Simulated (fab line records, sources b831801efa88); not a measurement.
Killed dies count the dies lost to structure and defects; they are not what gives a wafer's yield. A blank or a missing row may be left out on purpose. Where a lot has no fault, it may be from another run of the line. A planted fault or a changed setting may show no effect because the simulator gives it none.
Code-filled problem report in 8D (eight disciplines) form :: flow sky130 :: the parts of the form that need people (team, actions taken, sign-off) are left out

## 1. WHAT WENT WRONG
oes product au at SKY_LOCAL_INTERCONNECT_ETCH_13 reads a mean of 0.886 a.u. on 3 wafers of 3 lots; wafers without a fault read 0.854 a.u. with a standard deviation of 0.0047. That puts it +6.9 standard deviations away from the usual mean.
The step: etches BARC in N2/H2, stops on SiO2, time 45.9 s, target depth 60 nm.
First observed at day 34 21:55: wafer L196.1, on rie metal-03. The record has a number at this step for 31 wafers belonging to 11 lots. The rule behind "out" and "out of limits": a value lying over 4 standard deviations away from the usual mean. All remaining wafers that have a number are taken as sound.

## 2. WHAT IT IS AND WHAT IT IS NOT
question: which readings at this step
is: oes product au
is not: drypump motor current A

question: which lots
is: L196, L198, L201
is not: L183, L185, L187, L190, L191, L192, L193, L205

question: which wafers of those lots
is: L196.1, L198.3, L201.3
is not: L196.2, L198.2, L198.5, L201.6

question: read on which tools
is: rie metal-03
is not: rie metal-02, rie metal-04

question: when
is: from day 34 21:55
is not: up to then (22 sound wafers); but 6 sound wafers of L198, L201, L205 came after

## 3. WHAT RULES OUT EACH SUSPECT
Counting: any tool at a process step up to the reading remains a suspect provided it ran every lot that is out. Sound lots after the first of them don't rule it out here, since some wafers of a struck lot are sound.
- rie diel-02 at SKY_SPACER_ETCHBACK_02 (etches Si3N4 in CH3F/O2, stops on SiO2, time 46.7 s, target depth 45 nm): kept. Ran every lot that is out, first one L196 (day 27 19:20); last sound lot up to then L190 (day 26 02:49).
- litho track-02 at SKY_LOCAL_INTERCONNECT_COAT_05 (resist thk 60 nm): kept. Ran every lot that is out, first one L196 (day 34 08:01); last sound lot up to then L192 (day 33 04:28).
- rie metal-03 at SKY_LOCAL_INTERCONNECT_ETCH_13 (etches BARC in N2/H2, stops on SiO2, time 45.9 s, target depth 60 nm): kept. Ran every lot that is out, first one L196 (day 34 21:55); last sound lot up to then L183 (day 30 12:49). Its own oes product au readings are out on those wafers.
Still standing after the count: rie diel-02 at SKY_SPACER_ETCHBACK_02, litho track-02 at SKY_LOCAL_INTERCONNECT_COAT_05, rie metal-03 at SKY_LOCAL_INTERCONNECT_ETCH_13.

## 4. THE CAUSE (what the simulator had put in)
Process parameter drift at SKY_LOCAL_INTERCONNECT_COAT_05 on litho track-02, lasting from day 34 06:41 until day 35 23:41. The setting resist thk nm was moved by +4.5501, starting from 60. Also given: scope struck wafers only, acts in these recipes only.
Of the 3 suspects that counting leaves, this tool is one.

## 5. THE EFFECT CHAIN, in route order
Rows list readings where the struck wafers' mean (over those with a number) sits beyond 3 standard deviations from the usual. Readings are gone through only where the record gives a usual standard deviation; hours: the median, over the lots, of the time from a lot's start at the first step in this table giving one to that lot's start at this step; sigmas: the change measured in usual standard deviations.
hours: 0
step: SKY_LOCAL_INTERCONNECT_ETCH_13
reading: oes product au
usual: 0.854 a.u.
on struck wafers: 0.886
change: +0.032
sigmas: +6.9
Its process steps:
- SKY_LOCAL_INTERCONNECT_ETCH_13: etches BARC in N2/H2, stops on SiO2, time 45.9 s, target depth 60 nm.
Later measuring or inspecting steps at which every struck wafer that the step has a row for has a number for every such reading, and none has moved that far: SKY_CONTACT_BOW_MEAS_05.

## 6. WHAT WOULD HAVE CAUGHT IT SOONER
In this record no reading fell out of limits until day 34 21:55, 15 hours after the fault had begun at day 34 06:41.
Lots out: 3; of these, L198, L201 started SKY_LOCAL_INTERCONNECT_COAT_05 on litho track-02 after day 34 21:55. A hold on the tool at that time would have spared those 2.
